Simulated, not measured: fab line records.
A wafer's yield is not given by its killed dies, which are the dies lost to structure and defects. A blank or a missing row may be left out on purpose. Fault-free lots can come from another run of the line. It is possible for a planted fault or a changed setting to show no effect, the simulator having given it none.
Struck lot and sound lot, side by side ; flow sky130 ; 14 out of 708 route steps
Sound: these wafers, L167.1, L167.2, L167.3. Struck: wafers L166.2, L166.4, L166.5. At the end, the cause is stated.
Per side, at each step with rows, come the tool, then ch with its chambers, and then its first start. Under that, the readings that differ: sound wafers ; struck wafers ; difference of the means ; sigmas: that difference in standard deviations of wafers without a fault.
alike: readings with means less than 2 such deviations apart, plus words and numbers identical on both sides. not compared: withheld readings, readings lacking a value on some wafer, bounds such as >300 that could conceal the same value, and numbers that have no deviation in the record and whose values overlap.
The two part at a step that has a row with sigmas, a row that says differs or no value, or rows on one side only. Numbers that have no deviation but don't overlap get no sigmas and don't part them. Lack of a reading on every wafer of one side parts them only where that side has two or more wafers.

first, 3 steps without rows for these wafers: SKY_VT_ADJUST_HVTR_EXPOSE_04 (exposes mask HVTRM, target cd 380 nm); SKY_VT_ADJUST_HVTR_PEB_05; SKY_VT_ADJUST_HVTR_DEVELOP_06 (develop time 60 s).
SKY_VT_ADJUST_HVTR_CD_MEAS_07: the cd target is 380 nm.
  sound on cd_sem-01 at day 14 12:14; struck on cd_sem-02 at day 14 05:10
  alike: cd_nm
SKY_VT_ADJUST_HVTR_OVL_MEAS_08:
  sound on overlay-02 at day 14 12:22; struck on overlay-02 at day 14 05:16
  alike: VT_ADJUST_HVTR_OVL
after that, 1 step had no rows for these wafers: SKY_VT_ADJUST_HVTR_IMPLANT_09.
SKY_VT_ADJUST_HVTR_STRIP_10: strips in O2/N2.
  sound on plasma_asher-02 ch 0,1, day 14 12:32; struck on plasma_asher-02 ch 0,1, day 14 05:26
  alike: drypump_motor_current_A, oes_product_au, strip_time_to_endpoint_s
  not compared: rf_hours_counter_h
SKY_VT_ADJUST_HVTR_TW_MEAS_11:
  sound on film_metro-01 at day 14 12:38; struck on film_metro-02 at day 14 05:33
  alike: VT_ADJUST_HVTR_TW
then, 4 steps without rows for these wafers: SKY_VT_ADJUST_PCH_DEHYDRATE_00 (time 60 s); SKY_VT_ADJUST_PCH_HMDS_01 (prime time 60 s); SKY_VT_ADJUST_PCH_COAT_02 (resist thk 3000 nm); SKY_VT_ADJUST_PCH_SOFTBAKE_03.
SKY_VT_ADJUST_PCH_EXPOSE_04: exposes mask NWM, target cd 840 nm.
  struck on iline_stepper-02, day 14 19:11; sound on iline_stepper-02 ch 0, day 15 01:47
  no value came back on the struck wafers for exposure_dose_mJ_cm2, focus_offset_nm (nm), reticle_temp_C (C), stage_vel_mm_s (mm/s); on the sound wafers exposure_dose_mJ_cm2 reads 255.17 255.12 255.32
  alike: mask
after that, 1 step had no rows for these wafers: SKY_VT_ADJUST_PCH_PEB_05.

WHERE THEY PART
Within this record, at SKY_VT_ADJUST_PCH_EXPOSE_04 only.

WHY: what had been put in by the simulator
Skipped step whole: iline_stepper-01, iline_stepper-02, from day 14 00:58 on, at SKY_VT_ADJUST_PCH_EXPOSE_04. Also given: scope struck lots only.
